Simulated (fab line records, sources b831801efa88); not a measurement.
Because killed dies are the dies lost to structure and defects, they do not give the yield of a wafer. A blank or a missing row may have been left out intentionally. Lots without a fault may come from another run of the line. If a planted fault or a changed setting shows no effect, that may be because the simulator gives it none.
Chamber matching ; flow sky130 ; cmp-01 running SKY_VIA2_CMP_02: 4 sister chambers
The step polishes SiO2. 4 wafers are shown with their chamber, then 12 later ones without.

== WAFERS WITH THEIR CHAMBER ==
wafer;chamber;motor-current-A (A)
L083.5;3;12.4
L081.6;2;13.8
L087.5;0;12.1
L087.6;1;11.2

== WAFERS WHOSE CHAMBER IS MISSING ==
wafer;motor-current-A (A)
L089.1;11.0
L089.3;11.1
L089.6;14.3
L090.2;13.1
L090.4;11.0
L090.5;11.0
L091.1;14.7
L091.3;12.2
L091.4;11.4
L095.1;11.2
L095.3;11.5
L095.5;10.8

== WHICH CHAMBER EACH WENT THROUGH ==
wafer;from the rows above;in truth
L089.1;1;1
L089.3;1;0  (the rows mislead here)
L089.6;2;2
L090.2;can't be placed: 3 or 2 or 0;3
L090.4;1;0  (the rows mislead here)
L090.5;1;1
L091.1;2;2
L091.3;can't be placed: 0 or 3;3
L091.4;can't be placed: 1 or 0 or 3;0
L095.1;1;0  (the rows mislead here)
L095.3;can't be placed: 1 or 0 or 3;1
L095.5;1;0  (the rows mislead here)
4 of 12 placed correctly. Not placeable from these rows: 4 (in 4, the candidates include the true chamber). 4 placed wrongly.
How it was worked out, from the rows above alone: a wafer's distance from a chamber is the root of the sum, over the readings, of the square of ((its reading less the chamber's mean) divided by the reading's scatter). If the next closest chamber is less than 2 further off than the closest, the wafer can't be placed; otherwise it belongs to the closest. Each chamber's mean is taken over the wafers shown for it. The scatter (one wafer shown for each chamber): square how far every hidden wafer sits from the nearest shown wafer, average those squares and take the square root.
